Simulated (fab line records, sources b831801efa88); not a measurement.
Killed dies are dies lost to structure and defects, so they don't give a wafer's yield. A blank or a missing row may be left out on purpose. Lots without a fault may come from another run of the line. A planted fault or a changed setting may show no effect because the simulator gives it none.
Problem report in the 8D (eight disciplines) form, filled by code | flow sky130 | the parts of the form that need people (team, actions taken, sign-off) are left out

1. THE PROBLEM
NWELL_2_TW at SKY_NWELL_TW_MEAS_26 reads a mean of 30 on 3 wafers of 1 lot; wafers without a fault read 495 with a standard deviation of 6.7. That is -69 standard deviations from the usual mean.
First seen on wafer L844.2, day 7 14:22, on film_metro-04. The record holds 33 wafers of 11 lots with a number at this step. Rule for "out", or "out of limits": more than 4 standard deviations from the usual mean. The other wafers with a number count as sound.

2. WHAT IT IS AND WHAT IT IS NOT
question                    | is                     | is not
which readings at this step | NWELL_2_TW             | -
which lots                  | L844                   | L835, L836, L837, L838, L839, L840, L842, L854, L855, L856
which wafers of those lots  | all that have a number | -
read on which gauges        | film_metro-04          | film_metro-02, film_metro-03
when                        | from day 7 14:22       | up to then (21 sound wafers); but 9 sound wafers of L854, L855, L856 came after

3. SUSPECTS, AND WHAT RULES EACH OUT
Counting: a tool at a process step up to the reading stays a suspect if it ran every lot that is out and no sound lot after the first of them.
- the gauge at SKY_NWELL_TW_MEAS_26: ruled out. All the wafers that are out were read on film_metro-04, but those of them that SKY_NWELL_STRIP_14 has rows for are out there too, on other tools.
- plasma_asher-02 at SKY_NWELL_STRIP_14 (strips in O2/N2): ruled out as a lasting fault. Sound lots L854, L856 ran on it after its first lot that is out, L844 (day 6 22:00).
- plasma_asher-02 at SKY_NWELL_STRIP_25 (strips in O2/N2): kept. It ran the lot that is out, L844 (day 7 14:15), and no sound lot after that; its last sound lot up to then is L842 (day 7 04:53). Its own readings are out on those wafers: strip_time_to_endpoint_s.
Left after counting: plasma_asher-02 at SKY_NWELL_STRIP_25.

4. THE CAUSE (what the simulator had put in)
Strip aborted: plasma_asher-02, from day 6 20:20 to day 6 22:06, at SKY_NWELL_STRIP_14. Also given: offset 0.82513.
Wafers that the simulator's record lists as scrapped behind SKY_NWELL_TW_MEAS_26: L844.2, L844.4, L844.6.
Counting left only this tool.

5. THE CHAIN OF EFFECTS, in route order
Each row: a reading whose mean over the struck wafers that have a number lies more than 3 standard deviations from the usual. Only readings for which the record gives a usual standard deviation are gone through. hours: the time from each lot's start at the first step in this table that gives one to its start at this step, as a median over the lots. sigmas: the change in usual standard deviations.
hours | step                 | reading                  | usual      | on struck wafers | change | sigmas
0     | SKY_NWELL_STRIP_14   | oes_product_au           | 0.722 a.u. | 0.923            | +0.201 | +49
16    | SKY_NWELL_STRIP_25   | strip_time_to_endpoint_s | 36.94 s    | 63.94            | +27.00 | +99 or more
16    | SKY_NWELL_TW_MEAS_26 | NWELL_2_TW               | 495        | 30               | -465   | -69
The process steps in it:
- SKY_NWELL_STRIP_14: strips in O2/N2.
- SKY_NWELL_STRIP_25: strips in O2/N2.
Readings that are blank on the struck wafers while sound wafers have them: strip_time_to_endpoint_s at SKY_NWELL_STRIP_14.

6. WHAT WOULD HAVE CAUGHT IT SOONER
In this record the first reading out of limits at a measuring or inspecting step was taken at day 7 14:22, 18 hours after the fault began at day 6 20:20.
The tool's own readings at SKY_NWELL_STRIP_14 were out on every struck wafer that the step has a row for (oes_product_au): an alarm limit on them would have fired on the first of those.
